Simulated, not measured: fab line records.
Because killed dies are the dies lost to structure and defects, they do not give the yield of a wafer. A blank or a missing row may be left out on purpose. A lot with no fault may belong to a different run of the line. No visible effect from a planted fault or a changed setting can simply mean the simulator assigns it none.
fab line records	flow sky130
record lots=24	wafers=72	lastDay=50
route steps=708 shown LI_CONTACT@377 VIA2@510 VIA3@589 METAL4@632 VIA4@656
lots with no fault: from the same line, run without faults
startH: hours from the record's opening day to when the first of the lot's shown wafers began	waitH: time in hours since the lot's previous step	" same as the row above	L1.1+2: one row covering several wafers at once	- no value, or no start given	* or withheld: withheld	< > ~ a bound
route shown NAME@n: names a module that has steps shown in the file, with the first one's number in the route	usual: the fault-free wafers' mean and standard deviation	same: alike in all rows	chamber/n: place in a boat	sites: readings site by site	_std_site: how widely they spread, as a standard deviation	_edge_site: inner sites' mean taken away from outer sites' mean	radiusMm: how far each site lies from the wafer's centre	mask NAME#n: copy n	behind: the tool/chamber that last shaped the wafer	hold: the reason the lot was held/the length of the hold in hours/how it ended	device: whichever transistor did not switch (one of n, p or np)	end of line: tests run on the same wafers once the route is complete	for a step that has no rows: nothing shown but its recipe	killed: count of dies lost to structure and defects at first sort (not the wafer's yield)	map: shows each die of a wafer: x if killed, . if not, _ if none is there
set.NAME: the run value of the setting; set.NAME@STEP: its run value at that earlier step	model.NAME: the simulator's own value behind a step, which no gauge read
steps of the route over a sample of lots; a table a step, a row a wafer
services: from which hour (startH, from the record's first day; less than 0 if before it) a tool's chamber was out of use, for how many hours, and why
## steps
# step SKY_LI_CONTACT_ETCH_15
# recipe target=PSG	chemistry=C4F8/O2/Ar	stopOn=Si	taperDeg=4.15	maskMaterial=KrF-thick	sourceW=1500	biasW=1200	pressureMtorr=40	c4f8FlowSccm=withheld	O2_flow_sccm=6	Ar_flow_sccm=300	timeS=withheld	targetDepthA=6000
# usual oesProductAu=0.832/0.0044	rfFwdPowerW=1493/4.8
lot.wafer	tool	chamber	startH	waitH	oesProductAu	rfFwdPowerW
L074.1	rieDiel-01	2	675.75	0.0	0.830	1496
L074.2	"	0	"	"	0.832	1492
L074.4	"	1	"	"	0.824	1486
L075.2	rieDiel-01	3	680.95	0.0	0.830	1492
L075.4	"	1	"	"	0.829	1490
L075.5	"	2	"	"	0.836	1498
L076.1	rieDiel-04	0	683.80	0.0	0.835	1489
L076.3	"	2	"	"	0.832	1500
L076.5	"	0	"	"	0.829	1493
L077.2	rieDiel-01	1	694.30	0.0	0.827	1490
L077.4	"	2	"	"	0.837	1499
L077.5	"	2	"	"	0.832	1498
L078.2	rieDiel-03	2	700.90	0.0	0.827	1491
L078.3	"	0	"	"	0.829	1496
L078.6	"	2	"	"	0.835	1500
L079.1	rieDiel-03	3	725.40	0.0	0.831	1495
L079.5	"	1	"	"	0.836	1492
L079.6	"	2	"	"	0.838	1489
L080.2	rieDiel-01	3	727.25	0.0	0.828	1492
L080.4	"	0	"	"	0.834	1494
L080.6	"	0	"	"	0.829	1501
L081.2	rieDiel-03	0	737.10	0.0	0.837	1498
L081.4	"	2	"	"	0.827	1483
L081.5	"	0	"	"	0.832	1496
L082.2	rieDiel-03	0	756.15	0.0	0.838	1498
L082.4	"	0	"	"	0.846	1492
L082.5	"	1	"	"	0.841	1492
L085.1	rieDiel-03	0	766.35	0.0	0.830	1492
L085.3	"	1	"	"	0.830	1494
L085.4	"	3	"	"	0.826	1493
L084.3	rieDiel-03	1	769.25	0.0	0.824	1483
L084.5	"	1	"	"	0.827	1484
L084.6	"	0	"	"	0.829	1498
L083.1	rieDiel-04	0	769.60	0.0	0.837	1490
L083.5	"	0	"	"	0.830	1488
L083.6	"	1	"	"	0.828	1489
L086.2	rieDiel-01	0	774.93	0.0	0.829	1491
L086.3	"	2	"	"	0.827	1490
L086.4	"	1	"	"	0.836	1487
L087.2	rieDiel-04	3	789.15	0.0	0.826	1493
L087.5	"	2	"	"	0.835	1500
L087.6	"	3	"	"	0.833	1492
L088.2	rieDiel-04	2	810.23	0.0	0.832	1493
L088.5	"	2	"	"	0.826	1492
L088.6	"	1	"	"	0.832	1496
L089.2	rieDiel-01	0	810.80	0.0	0.835	1484
L089.3	"	2	"	"	0.825	1499
L089.4	"	1	"	"	0.830	1489
L090.1	rieDiel-04	2	812.08	0.0	0.830	1492
L090.4	"	0	"	"	0.836	1488
L090.5	"	1	"	"	0.833	1493
L091.2	rieDiel-04	0	813.90	0.0	0.838	1500
L091.3	"	1	"	"	0.838	1494
L091.5	"	3	"	"	0.828	1494
L092.1	rieDiel-03	0	817.58	0.0	0.826	1491
L092.3	"	2	"	"	0.835	1492
L092.5	"	3	"	"	0.837	1487
L093.1	rieDiel-04	0	822.05	0.0	0.824	1503
L093.5	"	3	"	"	0.839	1491
L093.6	"	2	"	"	0.837	1493
L094.1	rieDiel-01	3	828.23	0.0	0.835	1491
L094.3	"	2	"	"	0.835	1496
L094.4	"	1	"	"	0.829	1491
L095.2	rieDiel-03	1	829.40	0.0	0.838	1495
L095.4	"	3	"	"	0.830	1495
L095.5	"	1	"	"	0.823	1497
L096.1	rieDiel-01	3	846.63	0.0	0.832	1498
L096.2	"	2	"	"	0.836	1499
L096.6	"	0	"	"	0.833	1498
L097.3	rieDiel-01	0	853.50	0.0	0.831	1492
L097.5	"	1	"	"	0.832	1495
L097.6	"	2	"	"	0.828	1500
# step SKY_VIA2_BOW_MEAS_03
# recipe mode=bow
# usual VIA2_BOW=87/7.1
lot.wafer	tool	chamber	startH	waitH	VIA2_BOW[um]
L074.1	filmMetro-03	-	819.27	0.1	101
L074.2	"	-	"	"	73
L074.4	"	-	"	"	95
L075.2	filmMetro-04	-	824.84	0.3	78
L075.4	"	-	"	"	87
L075.5	"	-	"	"	90
L076.1	filmMetro-03	-	827.82	0.2	89
L076.3	"	-	"	"	81
L076.5	"	-	"	"	92
L077.2	filmMetro-04	-	839.07	0.3	78
L077.4	"	-	"	"	92
L077.5	"	-	"	"	86
L078.2	filmMetro-02	-	845.02	0.2	90
L078.3	"	-	"	"	88
L078.6	"	-	"	"	88
L079.1	filmMetro-03	-	868.06	0.1	83
L079.5	"	-	"	"	81
L079.6	"	-	"	"	85
L080.2	filmMetro-04	-	869.53	0.2	90
L080.4	"	-	"	"	84
L080.6	"	-	"	"	84
L081.2	filmMetro-02	-	876.66	0.2	81
L081.4	"	-	"	"	99
L081.5	"	-	"	"	95
L082.2	filmMetro-02	-	897.52	0.1	81
L082.4	"	-	"	"	77
L082.5	"	-	"	"	84
L085.1	filmMetro-03	-	905.06	0.1	84
L085.3	"	-	"	"	85
L085.4	"	-	"	"	85
L084.3	filmMetro-04	-	907.31	0.2	89
L084.5	"	-	"	"	75
L084.6	"	-	"	"	94
L083.1	filmMetro-02	-	909.59	0.2	97
L083.5	"	-	"	"	86
L083.6	"	-	"	"	79
L086.2	filmMetro-04	-	913.19	0.2	79
L086.3	"	-	"	"	85
L086.4	"	-	"	"	78
L087.2	filmMetro-04	-	928.44	0.2	84
L087.5	"	-	"	"	81
L087.6	"	-	"	"	80
L088.2	filmMetro-04	-	947.59	0.2	85
L088.5	"	-	"	"	85
L088.6	"	-	"	"	90
L089.2	filmMetro-04	-	947.89	0.1	91
L089.3	"	-	"	"	85
L089.4	"	-	"	"	73
L090.1	filmMetro-02	-	951.63	0.1	102
L090.4	"	-	"	"	96
L090.5	"	-	"	"	68
L091.2	filmMetro-02	-	953.01	0.2	87
L091.3	"	-	"	"	78
L091.5	"	-	"	"	85
L092.1	filmMetro-03	-	953.74	0.2	93
L092.3	"	-	"	"	99
L092.5	"	-	"	"	99
L093.1	filmMetro-03	-	957.17	0.1	81
L093.5	"	-	"	"	85
L093.6	"	-	"	"	81
L094.1	filmMetro-02	-	962.91	0.2	82
L094.3	"	-	"	"	88
L094.4	"	-	"	"	81
L095.2	filmMetro-02	-	963.23	0.1	98
L095.4	"	-	"	"	91
L095.5	"	-	"	"	86
L096.1	filmMetro-04	-	980.12	0.1	83
L096.2	"	-	"	"	89
L096.6	"	-	"	"	89
L097.3	filmMetro-03	-	987.41	0.2	102
L097.5	"	-	"	"	89
L097.6	"	-	"	"	90
# step SKY_VIA2_RS_MEAS_22
# recipe thkMeasGauge=four-point-probe	reads=W_of_VIA2_CVD_21+TiN_of_VIA2_SPUTTER_20
# usual VIA2_W_RS=0.2707/0.003
lot.wafer	tool	chamber	startH	waitH	VIA2_W_RS[ohm/sq]
L074.1	filmMetro-04	-	846.83	0.1	0.2732
L074.2	"	-	"	"	0.2705
L074.4	"	-	"	"	0.2734
L075.2	filmMetro-03	-	851.55	0.1	0.2655
L075.4	"	-	"	"	0.2678
L075.5	"	-	"	"	0.2664
L076.1	filmMetro-04	-	854.81	0.1	0.2713
L076.3	"	-	"	"	0.2667
L076.5	"	-	"	"	0.2678
L077.2	filmMetro-04	-	865.55	0.1	0.2734
L077.4	"	-	"	"	0.2744
L077.5	"	-	"	"	0.2753
L078.2	filmMetro-03	-	871.71	0.1	0.2752
L078.3	"	-	"	"	0.2767
L078.6	"	-	"	"	0.2741
L079.1	filmMetro-02	-	894.63	0.1	0.2742
L079.5	"	-	"	"	0.2748
L079.6	"	-	"	"	0.2732
L080.2	filmMetro-02	-	895.77	0.2	0.2720
L080.4	"	-	"	"	0.2715
L080.6	"	-	"	"	0.2716
L081.2	filmMetro-02	-	903.39	0.1	0.2686
L081.4	"	-	"	"	0.2719
L081.5	"	-	"	"	0.2707
L082.2	filmMetro-04	-	923.98	0.1	0.2740
L082.4	"	-	"	"	0.2733
L082.5	"	-	"	"	0.2695
L085.1	filmMetro-03	-	930.53	0.1	0.2684
L085.3	"	-	"	"	0.2691
L085.4	"	-	"	"	0.2716
L084.3	filmMetro-04	-	932.57	0.1	0.2673
L084.5	"	-	"	"	0.2710
L084.6	"	-	"	"	0.2682
L083.1	filmMetro-03	-	935.90	0.1	0.2748
L083.5	"	-	"	"	0.2714
L083.6	"	-	"	"	0.2748
L086.2	filmMetro-02	-	938.60	0.1	0.2716
L086.3	"	-	"	"	0.2712
L086.4	"	-	"	"	0.2737
L087.2	filmMetro-04	-	953.52	0.1	0.2715
L087.5	"	-	"	"	0.2717
L087.6	"	-	"	"	0.2711
L088.2	filmMetro-02	-	972.55	0.1	0.2676
L088.5	"	-	"	"	0.2723
L088.6	"	-	"	"	0.2728
L089.2	filmMetro-02	-	973.00	0.1	0.2718
L089.3	"	-	"	"	0.2753
L089.4	"	-	"	"	0.2740
L090.1	filmMetro-03	-	976.64	0.1	0.2691
L090.4	"	-	"	"	0.2703
L090.5	"	-	"	"	0.2667
L091.2	filmMetro-02	-	978.72	0.1	0.2671
L091.3	"	-	"	"	0.2689
L091.5	"	-	"	"	0.2674
L092.1	filmMetro-03	-	979.15	0.1	0.2706
L092.3	"	-	"	"	0.2673
L092.5	"	-	"	"	0.2702
L093.1	filmMetro-04	-	982.06	0.1	0.2756
L093.5	"	-	"	"	0.2698
L093.6	"	-	"	"	0.2733
L094.1	filmMetro-04	-	988.23	0.1	0.2639
L094.3	"	-	"	"	0.2694
L094.4	"	-	"	"	0.2657
L095.2	filmMetro-03	-	988.67	0.1	0.2696
L095.4	"	-	"	"	0.2674
L095.5	"	-	"	"	0.2663
L096.1	filmMetro-04	-	1004.73	0.1	0.2747
L096.2	"	-	"	"	0.2751
L096.6	"	-	"	"	0.2723
L097.3	filmMetro-03	-	1011.57	0.1	0.2685
L097.5	"	-	"	"	0.2666
L097.6	"	-	"	"	0.2719
# step SKY_VIA3_STRIP_16
# recipe chemistry=O2/N2	powerW=1400	pressureMtorr=1500	platenTempC=withheld	o2FlowSccm=3000	n2FlowSccm=300	overashFraction=0.5
# usual drypumpMotorCurrentA=5.5/0.44	n2FlowSccm=300.0/0.92	oesProductAu=0.403/0.005	stripTimeToEndpointS=4.148/0.024
lot.wafer	tool	chamber	startH	waitH	drypumpMotorCurrentA	n2FlowSccm	oesProductAu	rfHoursCounterH	stripTimeToEndpointS
L074.1	plasmaAsher-02	0	926.52	0.0	5.0	299.0	0.395	18	4.172
L074.2	"	1	"	"	4.9	300.9	0.402	18	4.114
L074.4	"	0	"	"	5.0	298.4	0.407	-	4.185
L075.2	plasmaAsher-04	0	930.69	0.0	5.0	300.0	0.401	109	4.112
L075.4	"	1	"	"	5.8	299.2	0.400	-	4.156
L075.5	"	0	"	"	5.0	299.5	0.400	-	4.141
L076.1	plasmaAsher-03	0	932.74	0.0	5.8	300.8	0.402	52	4.169
L076.3	"	0	"	"	5.7	299.6	0.403	-	4.166
L076.5	"	0	"	"	5.7	300.5	0.389	-	4.157
L077.2	plasmaAsher-03	1	943.09	0.0	6.0	299.8	0.398	53	4.175
L077.4	"	1	"	"	6.0	298.8	0.402	-	4.158
L077.5	"	0	"	"	5.8	299.9	0.408	-	4.153
L078.2	plasmaAsher-03	1	951.41	0.0	5.9	300.5	0.407	54	4.164
L078.3	"	0	"	"	5.8	299.5	0.403	-	4.144
L078.6	"	0	"	"	5.8	300.1	0.401	-	4.164
L079.1	plasmaAsher-03	0	970.10	0.0	5.8	298.6	0.390	56	4.143
L079.5	"	0	"	"	5.8	297.0	0.404	-	4.172
L079.6	"	1	"	"	5.9	300.5	0.403	-	4.160
L080.2	plasmaAsher-03	0	971.85	0.0	5.8	300.3	0.404	56	4.130
L080.4	"	0	"	"	5.8	299.4	0.405	-	4.149
L080.6	"	1	"	"	6.0	300.4	0.395	-	4.163
L081.2	plasmaAsher-04	0	980.07	0.0	5.0	301.4	0.407	113	4.147
L081.4	"	1	"	"	5.9	299.4	0.404	-	4.148
L081.5	"	1	"	"	5.9	299.0	0.407	-	4.156
L082.2	plasmaAsher-03	0	999.45	0.0	5.8	300.4	0.400	59	4.126
L082.4	"	0	"	"	5.8	300.6	0.403	-	4.116
L082.5	"	0	"	"	5.8	300.7	0.405	-	4.131
L085.1	plasmaAsher-02	0	1005.31	0.0	5.0	300.0	0.399	26	4.139
L085.3	"	0	"	"	5.0	300.7	0.399	-	4.176
L085.4	"	1	"	"	4.9	301.7	0.407	-	4.153
L084.3	plasmaAsher-03	0	1007.45	0.1	5.8	298.8	0.404	-	4.104
L084.5	"	1	"	"	6.0	300.8	0.404	-	4.125
L084.6	"	0	"	"	5.8	299.1	0.403	-	4.142
L083.1	plasmaAsher-03	0	1010.06	0.0	5.8	299.2	0.403	61	4.122
L083.5	"	0	"	"	5.8	301.1	0.406	-	4.162
L083.6	"	1	"	"	6.0	300.7	0.395	-	4.127
L086.2	plasmaAsher-02	1	1013.30	0.0	4.9	299.8	0.399	27	4.161
L086.3	"	0	"	"	5.0	300.9	0.404	-	4.158
L086.4	"	1	"	"	4.9	301.2	0.406	-	4.159
L087.2	plasmaAsher-02	1	1027.36	0.0	4.9	298.3	0.406	28	4.176
L087.5	"	1	"	"	4.9	300.0	0.401	-	4.156
L087.6	"	0	"	"	5.0	299.4	0.405	-	4.167
L088.2	plasmaAsher-03	0	1043.11	0.0	5.7	299.7	0.410	64	4.098
L088.5	"	1	"	"	6.0	300.9	0.398	-	4.140
L088.6	"	0	"	"	5.7	301.2	0.401	-	4.121
L089.2	plasmaAsher-02	0	1043.81	0.0	5.0	299.6	0.407	30	4.148
L089.3	"	1	"	"	5.0	300.2	0.396	-	4.132
L089.4	"	0	"	"	5.0	300.5	0.398	-	4.172
L090.1	plasmaAsher-03	0	1048.56	0.0	5.8	298.9	0.411	64	4.157
L090.4	"	1	"	"	5.9	299.0	0.398	-	4.171
L090.5	"	0	"	"	5.8	300.3	0.407	-	4.151
L091.2	plasmaAsher-04	0	1049.80	0.0	5.0	300.2	0.408	119	4.152
L091.3	"	1	"	"	5.8	299.2	0.407	-	4.177
L091.5	"	1	"	"	5.8	300.9	0.409	-	4.124
L092.1	plasmaAsher-02	0	1050.15	0.0	5.0	299.9	0.403	30	4.124
L092.3	"	1	"	"	4.9	301.4	0.394	-	4.142
L092.5	"	1	"	"	4.9	300.7	0.409	-	4.157
L093.1	plasmaAsher-02	1	1053.11	0.0	5.0	300.6	0.409	31	4.167
L093.5	"	0	"	"	5.0	299.3	0.401	-	4.177
L093.6	"	1	"	"	4.9	300.3	0.411	-	4.213
L094.1	plasmaAsher-02	1	1058.81	0.0	5.0	298.4	0.408	32	4.178
L094.3	"	0	"	"	5.0	300.8	0.407	-	4.172
L094.4	"	1	"	"	4.9	300.5	0.405	-	4.153
L095.2	plasmaAsher-03	0	1059.76	0.0	5.8	298.8	0.397	66	4.125
L095.4	"	1	"	"	6.0	301.0	0.404	-	4.168
L095.5	"	0	"	"	5.8	300.0	0.398	-	4.170
L096.1	plasmaAsher-03	1	1074.61	0.0	6.0	298.9	0.394	67	4.115
L096.2	"	0	"	"	5.7	299.2	0.412	67	4.124
L096.6	"	0	"	"	5.8	299.7	0.395	-	4.133
L097.3	plasmaAsher-02	0	1081.45	0.1	5.0	299.1	0.407	-	4.140
L097.5	"	0	"	"	5.0	299.4	0.396	-	4.145
L097.6	"	1	"	"	4.9	299.9	0.400	-	4.142
# step SKY_METAL4_ETCH_16
# recipe chemistry=N2/H2	target=BARC	ionEnergyEv=200	biasW=100	pressureMtorr=30	n2FlowSccm=100	h2FlowSccm=200	icpW=500	stopOn=SiO2	timeS=88.2	targetDepthA=600
# usual drypumpMotorCurrentA=6.0/0.33	n2FlowSccm=100.0/0.32	oesProductAu=0.625/0.0048	rfFwdPowerW=496.5/2.3	throttleValvePct=13.205/0.0091
lot.wafer	tool	chamber	startH	waitH	drypumpMotorCurrentA	n2FlowSccm	oesProductAu	rfFwdPowerW	rfHoursCounterH	throttleValvePct
L074.1	rieMetal-02	1	979.05	0.0	5.2	100.3	0.625	497.5	18	13.199
L074.2	"	0	"	"	6.4	100.4	0.618	496.8	14	13.198
L074.4	"	1	"	"	5.2	100.4	0.625	498.0	-	13.211
L075.2	rieMetal-02	0	981.00	0.0	6.4	100.9	0.620	498.9	14	13.218
L075.4	"	0	"	"	6.4	100.4	0.626	499.2	-	13.216
L075.5	"	0	"	"	6.4	100.2	0.622	499.0	-	13.189
L076.1	rieMetal-04	1	983.25	0.0	6.1	100.4	0.619	497.4	17	13.216
L076.3	"	1	"	"	6.2	100.3	0.630	497.0	-	13.209
L076.5	"	1	"	"	6.1	100.4	0.625	495.3	-	13.209
L077.2	rieMetal-04	0	992.20	0.0	6.1	99.6	0.628	496.8	4	13.204
L077.4	"	1	"	"	6.1	100.1	0.619	498.4	-	13.216
L077.5	"	1	"	"	6.2	100.2	0.622	498.1	-	13.203
L078.2	rieMetal-04	0	1002.62	0.0	6.1	99.6	0.623	491.4	4	13.225
L078.3	"	0	"	"	6.1	99.5	0.619	494.4	-	13.225
L078.6	"	1	"	"	6.1	99.5	0.629	497.8	-	13.212
L079.1	rieMetal-04	1	1017.62	0.0	6.1	100.1	0.630	501.2	19	13.209
L079.5	"	0	"	"	6.1	99.1	0.618	495.5	-	13.199
L079.6	"	1	"	"	6.1	99.7	0.631	497.9	-	13.203
L080.2	rieMetal-04	0	1020.20	0.0	6.1	100.0	0.630	493.1	5	13.210
L080.4	"	0	"	"	6.1	99.6	0.620	493.3	-	13.208
L080.6	"	1	"	"	6.1	99.3	0.627	499.5	-	13.190
L081.2	rieMetal-02	1	1028.02	0.0	5.2	99.9	0.624	498.3	21	13.206
L081.4	"	1	"	"	5.2	99.9	0.622	498.8	-	13.219
L081.5	"	0	"	"	6.4	100.2	0.620	499.5	-	13.196
L082.2	rieMetal-02	0	1046.72	0.0	6.3	99.9	0.633	496.0	17	13.206
L082.4	"	1	"	"	5.2	100.0	0.624	492.6	-	13.208
L082.5	"	0	"	"	6.4	100.2	0.630	499.9	-	13.190
L085.1	rieMetal-04	0	1051.97	0.0	6.1	100.3	0.633	491.6	7	13.215
L085.3	"	1	"	"	6.1	99.4	0.636	498.2	-	13.199
L085.4	"	0	"	"	6.1	100.2	0.623	492.9	-	13.198
L084.3	rieMetal-04	1	1054.80	0.0	6.1	99.8	0.622	498.4	-	13.212
L084.5	"	1	"	"	6.1	99.7	0.630	495.5	-	13.223
L084.6	"	0	"	"	6.1	100.1	0.627	493.8	-	13.214
L083.1	rieMetal-01	1	1057.25	0.0	6.0	99.9	0.629	496.8	12	13.212
L083.5	"	1	"	"	6.0	99.9	0.625	494.8	-	13.197
L083.6	"	0	"	"	5.6	100.0	0.622	494.3	-	13.198
L086.2	rieMetal-01	0	1059.90	0.0	5.6	100.1	0.620	493.5	22	13.201
L086.3	"	0	"	"	5.6	99.8	0.627	493.2	-	13.204
L086.4	"	1	"	"	6.0	99.7	0.617	498.6	-	13.202
L087.2	rieMetal-04	0	1072.32	0.0	6.1	99.8	0.627	496.4	9	13.204
L087.5	"	0	"	"	6.1	99.7	0.611	494.6	-	13.201
L087.6	"	1	"	"	6.2	100.1	0.625	496.7	-	13.189
L088.2	rieMetal-01	1	1087.48	0.0	6.0	100.2	0.630	498.3	13	13.209
L088.5	"	0	"	"	5.6	99.7	0.622	495.4	-	13.220
L088.6	"	1	"	"	6.0	100.2	0.626	495.9	-	13.206
L089.2	rieMetal-01	0	1088.07	0.0	5.6	100.6	0.627	493.7	24	13.196
L089.3	"	1	"	"	6.0	99.8	0.637	494.7	-	13.212
L089.4	"	0	"	"	5.6	99.9	0.629	491.0	-	13.205
L090.1	rieMetal-02	0	1093.00	0.1	6.3	100.1	0.619	500.2	21	13.210
L090.4	"	0	"	"	6.3	100.1	0.629	499.1	-	13.210
L090.5	"	0	"	"	6.4	99.8	0.622	498.9	-	13.210
L091.2	rieMetal-01	0	1094.52	0.0	5.6	100.2	0.621	494.3	24	13.208
L091.3	"	0	"	"	5.6	100.0	0.623	494.9	-	13.195
L091.5	"	0	"	"	5.6	100.0	0.624	496.8	-	13.214
L092.1	rieMetal-02	0	1095.11	0.1	6.4	100.4	0.626	497.2	21	13.201
L092.3	"	0	"	"	6.4	100.5	0.625	499.2	-	13.210
L092.5	"	0	"	"	6.4	100.6	0.628	498.3	-	13.187
L093.1	rieMetal-04	1	1096.13	0.0	6.1	100.0	0.614	497.9	24	13.208
L093.5	"	1	"	"	6.1	99.4	0.624	499.5	-	13.193
L093.6	"	0	"	"	6.1	100.0	0.630	492.1	-	13.195
L094.1	rieMetal-04	1	1103.12	0.0	6.2	100.5	0.630	497.3	25	13.199
L094.3	"	0	"	"	6.1	100.4	0.622	493.2	-	13.215
L094.4	"	1	"	"	6.2	100.3	0.631	496.8	-	13.182
L095.2	rieMetal-04	1	1104.02	0.0	6.1	100.2	0.624	499.5	25	13.198
L095.4	"	0	"	"	6.1	99.9	0.629	494.8	-	13.207
L095.5	"	0	"	"	6.1	100.1	0.626	495.7	-	13.197
L096.1	rieMetal-02	1	1117.02	0.0	5.2	99.9	0.621	496.2	1	13.198
L096.2	"	0	"	"	6.4	100.4	0.635	500.9	23	13.213
L096.6	"	1	"	"	5.2	99.9	0.618	496.1	-	13.206
L097.3	rieMetal-01	1	1123.77	0.1	6.0	99.6	0.630	494.8	-	13.198
L097.5	"	1	"	"	6.0	99.7	0.634	499.4	-	13.201
L097.6	"	1	"	"	6.0	100.3	0.626	495.9	-	13.204
# step SKY_VIA4_SPUTTER_17
# recipe material=TiN	targetThkNm=20	chamberPressurePa=5	powerW=4000	timeS=80
# usual chamberPressurePa=4.999/0.0094	throttleValvePct=29.7/0.86
lot.wafer	tool	chamber	startH	waitH	chamberPressurePa	throttleValvePct
L074.1	pvdSputter-04	-	1004.29	0.0	5.004	30.3
L074.2	"	-	"	"	4.991	28.5
L074.4	"	-	"	"	4.988	28.6
L075.2	pvdSputter-04	-	1006.10	0.0	5.012	28.5
L075.4	"	-	"	"	4.998	30.5
L075.5	"	-	"	"	4.990	28.7
L076.1	pvdSputter-02	-	1008.96	0.0	4.998	29.7
L076.3	"	-	"	"	4.998	30.4
L076.5	"	-	"	"	4.994	30.3
L077.2	pvdSputter-01	-	1016.63	0.0	4.989	29.4
L077.4	"	-	"	"	5.001	31.4
L077.5	"	-	"	"	5.009	31.4
L078.2	pvdSputter-04	-	1027.88	0.0	4.977	28.7
L078.3	"	-	"	"	5.001	30.1
L078.6	"	-	"	"	5.000	30.3
L079.1	pvdSputter-04	-	1042.62	0.0	5.000	30.5
L079.5	"	-	"	"	5.007	30.4
L079.6	"	-	"	"	5.006	30.3
L080.2	pvdSputter-02	-	1044.59	0.0	5.006	29.7
L080.4	"	-	"	"	5.003	30.4
L080.6	"	-	"	"	5.001	29.9
L081.2	pvdSputter-02	-	1052.20	0.0	5.007	30.0
L081.4	"	-	"	"	5.021	30.1
L081.5	"	-	"	"	5.000	29.9
L082.2	pvdSputter-04	-	1069.11	0.0	5.009	28.4
L082.4	"	-	"	"	4.992	30.3
L082.5	"	-	"	"	4.993	30.4
L085.1	pvdSputter-04	-	1075.35	0.0	4.996	28.6
L085.3	"	-	"	"	4.989	30.3
L085.4	"	-	"	"	4.993	28.7
L084.3	pvdSputter-02	-	1077.42	0.0	5.019	29.8
L084.5	"	-	"	"	4.991	30.2
L084.6	"	-	"	"	5.009	29.6
L083.1	pvdSputter-01	-	1079.55	0.0	5.009	29.7
L083.5	"	-	"	"	5.011	29.2
L083.6	"	-	"	"	4.995	31.4
L086.2	pvdSputter-04	-	1082.79	0.0	4.990	30.3
L086.3	"	-	"	"	4.993	29.9
L086.4	"	-	"	"	5.012	28.7
L087.2	pvdSputter-04	-	1095.33	0.0	4.991	30.3
L087.5	"	-	"	"	5.014	30.5
L087.6	"	-	"	"	4.992	30.4
L088.2	pvdSputter-04	-	1109.76	0.0	4.992	30.1
L088.5	"	-	"	"	5.008	30.1
L088.6	"	-	"	"	4.989	28.5
L089.2	pvdSputter-01	-	1109.83	0.0	5.013	31.5
L089.3	"	-	"	"	4.998	29.5
L089.4	"	-	"	"	5.005	31.5
L090.1	pvdSputter-04	-	1115.01	0.0	5.009	30.5
L090.4	"	-	"	"	5.002	28.6
L090.5	"	-	"	"	5.016	30.5
L091.2	pvdSputter-01	-	1116.62	0.0	5.013	29.5
L091.3	"	-	"	"	4.993	29.9
L091.5	"	-	"	"	4.996	29.5
L092.1	pvdSputter-02	-	1117.16	0.0	5.000	29.6
L092.3	"	-	"	"	4.999	30.0
L092.5	"	-	"	"	5.005	29.5
L093.1	pvdSputter-04	-	1117.46	0.0	5.003	28.5
L093.5	"	-	"	"	4.999	28.8
L093.6	"	-	"	"	4.996	28.4
L094.1	pvdSputter-01	-	1124.96	0.0	4.998	29.2
L094.3	"	-	"	"	4.993	29.6
L094.4	"	-	"	"	5.005	29.4
L095.2	pvdSputter-04	-	1126.31	0.0	4.995	28.4
L095.4	"	-	"	"	4.995	30.3
L095.5	"	-	"	"	5.002	28.2
L096.1	pvdSputter-04	-	1138.43	0.0	5.009	28.4
L096.2	"	-	"	"	5.006	28.6
L096.6	"	-	"	"	4.986	30.3
L097.3	pvdSputter-02	-	1145.02	0.0	5.001	30.2
L097.5	"	-	"	"	4.986	29.5
L097.6	"	-	"	"	4.994	30.0
## services
tool	chamber	startH	hours	kind
rieDiel-01	-	676.61	2.8	pm
rieDiel-01	1	681.05	3.9	repair
rieDiel-03	-	691.06	0.8	repair
plasmaAsher-02	-	714.43	14.6	pm
rieDiel-03	3	726.01	6.9	repair
plasmaAsher-02	-	733.77	9.0	pm
rieDiel-01	-	741.73	0.2	repair
rieDiel-03	-	768.83	0.3	repair
rieDiel-03	1	773.13	4.5	repair
rieDiel-03	0	789.49	15.7	repair
rieMetal-04	-	821.07	1.4	pm
rieDiel-03	2	844.41	4.7	repair
rieDiel-03	3	853.12	3.4	repair
rieDiel-01	2	854.35	3.8	repair
rieDiel-01	0	889.51	15.0	repair
rieDiel-03	1	961.63	15.9	repair
rieMetal-04	-	988.89	2.8	pm
plasmaAsher-02	-	1008.19	2.8	pm
pvdSputter-04	-	1010.58	3.0	repair
rieDiel-03	0	1018.39	5.8	repair
rieDiel-03	-	1018.99	14.6	pm
rieDiel-01	2	1024.00	14.9	repair
plasmaAsher-02	-	1063.33	0.8	repair
rieMetal-04	-	1105.95	0.7	repair
## key
fault none
